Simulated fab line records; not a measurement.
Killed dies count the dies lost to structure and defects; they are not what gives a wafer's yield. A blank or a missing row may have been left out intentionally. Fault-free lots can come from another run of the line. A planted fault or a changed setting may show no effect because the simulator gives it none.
Which tool was responsible? ; flow gf180mcu ; 18 wafers from 6 lots sampled at 3 of the route's 602 steps

## WHAT EACH GAUGE READ, for each wafer
GF_M3_OVL_MEAS_15.
lot;measured;on;M3_OVL (nm)
L825;day 22 05:07;overlay-01;-4 -1 -3
L828;day 23 05:16;overlay-01;6 8 2
L830;day 23 21:44;overlay-02;3 4 0
L841;day 27 11:47;overlay-01;-9 11 5
L843;day 27 21:01;overlay-01;-1 2 -2
L845;day 28 12:53;overlay-01;1 0 -1

## EACH LOT AND THE TOOL THAT RAN IT (in order: tool; ch and the chambers of the sampled wafers; start)
lot;GF_V2_ETCH_17;GF_V2_CMP_26
L825;rieDiel-01 ch 1,2, day 21 04:39 or earlier;cmp-02 ch 1,2, day 21 04:39
L828;rieDiel-03 ch 1,2, day 22 05:48 or earlier;cmp-02 ch 0,3, day 22 05:48
L830;rieDiel-03 ch 0,3, day 22 23:17 or earlier;cmp-02 ch 1,2, day 22 23:17
L841;rieDiel-04 ch 1,2, day 26 14:37 or earlier;cmp-01 ch 0,2,3, day 26 14:37
L843;rieDiel-03 ch 0,1,3, day 27 00:53 or earlier;cmp-01 ch 0,1,2, day 27 00:53
L845;rieDiel-04 ch 0,2,3, day 27 16:46 or earlier;cmp-01 ch 0,1,3, day 27 16:46
- GF_V2_ETCH_17: etches SiO2 in C4F8/O2/Ar, stops on TiN, target depth 630 nm.
- GF_V2_CMP_26: polishes, stops on SiO2, t overpolish 15 s, target thk 0 nm.

## THE ANSWER, worked out from the rows above alone
Rule: the usual values come from the lots themselves. The widest of any qualifying gaps counts: lots, ordered by their means at a reading, are off when they make up no more than a third of the lots, leave a main group of 4 or more, and stand apart from it by 3 or more times the standard deviation of that group's means. If all means in a main group match to the digits the tables above print for the reading, that group is not used. Also off: a lot with no number at a reading for which 4 or more lots have one. All remaining lots with rows at the step are treated as sound.
None of the lots is off at any reading shown; this tells nothing.

## WHAT HAD BEEN PUT IN BY THE SIMULATOR
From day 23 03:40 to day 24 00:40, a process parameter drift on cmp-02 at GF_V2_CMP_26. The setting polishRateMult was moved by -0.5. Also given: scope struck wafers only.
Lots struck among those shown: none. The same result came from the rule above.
